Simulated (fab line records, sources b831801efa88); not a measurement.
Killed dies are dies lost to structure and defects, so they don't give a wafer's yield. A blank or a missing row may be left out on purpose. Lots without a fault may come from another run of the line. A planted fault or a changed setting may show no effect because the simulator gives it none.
Which tool did it? | flow gf180mcu | 11 lots, 33 wafers sampled, at 2 steps of a route of 602

WHAT THE GAUGES READ, wafer by wafer
GF_M5_OVL_MEAS_08.
lot  | measured     | on         | M5_OVL (nm)
L466 | day 26 04:31 | overlay-01 | -1 -11 -1
L467 | day 26 10:40 | overlay-01 | -6 2 1
L468 | day 26 18:59 | overlay-01 | 4 1 3
L469 | day 26 23:09 | overlay-01 | 3 10 4
L471 | day 28 00:01 | overlay-02 | -2 2 -2
L472 | day 28 06:49 | overlay-02 | 0 1 -1
L478 | day 30 04:58 | overlay-01 | -3 -5 -4
L479 | day 30 14:40 | overlay-02 | 2 1 1
L480 | day 30 19:13 | overlay-02 | -2 3 -2
L481 | day 30 19:55 | overlay-02 | -2 -3 -6
L484 | day 31 20:37 | overlay-02 | 3 3 4

WHICH TOOL RAN EACH LOT (tool, then ch and the chambers of the sampled wafers, then the start)
lot  | GF_MIM_EXPOSE_16
L466 | iline_stepper-01 ch 0, day 24 21:52
L467 | iline_stepper-01 ch 0, day 25 03:29
L468 | iline_stepper-02 ch 0, day 25 11:21
L469 | iline_stepper-01 ch 0, day 25 16:46
L471 | iline_stepper-02 ch 0, day 26 17:55
L472 | iline_stepper-02 ch 0, day 27 00:56
L478 | iline_stepper-02 ch 0, day 29 00:37
L479 | iline_stepper-01 ch 0, day 29 10:47
L480 | iline_stepper-01 ch 0, day 29 15:49
L481 | iline_stepper-01 ch 0, day 29 17:09
L484 | iline_stepper-02 ch 0, day 30 17:22
- GF_MIM_EXPOSE_16: exposes mask FuseTop, target cd 2000 nm.

THE ANSWER, worked out from the rows above alone
Rule: what is usual is taken from the lots themselves. Put in order of their means at a reading, lots are off if they are a third of the lots or fewer, leave a main group of 4 or more, and stand apart from it by a gap of 3 or more times the standard deviation of the main group's means; of several such gaps the widest counts. A main group whose means are all the same, to the digits that the tables above print for the reading, isn't used. A lot without any number at a reading at which 4 lots or more have one is off too. The other lots that the step has rows for count as sound.
No lot is off at any reading shown: from this, nothing can be told.

WHAT THE SIMULATOR HAD PUT IN
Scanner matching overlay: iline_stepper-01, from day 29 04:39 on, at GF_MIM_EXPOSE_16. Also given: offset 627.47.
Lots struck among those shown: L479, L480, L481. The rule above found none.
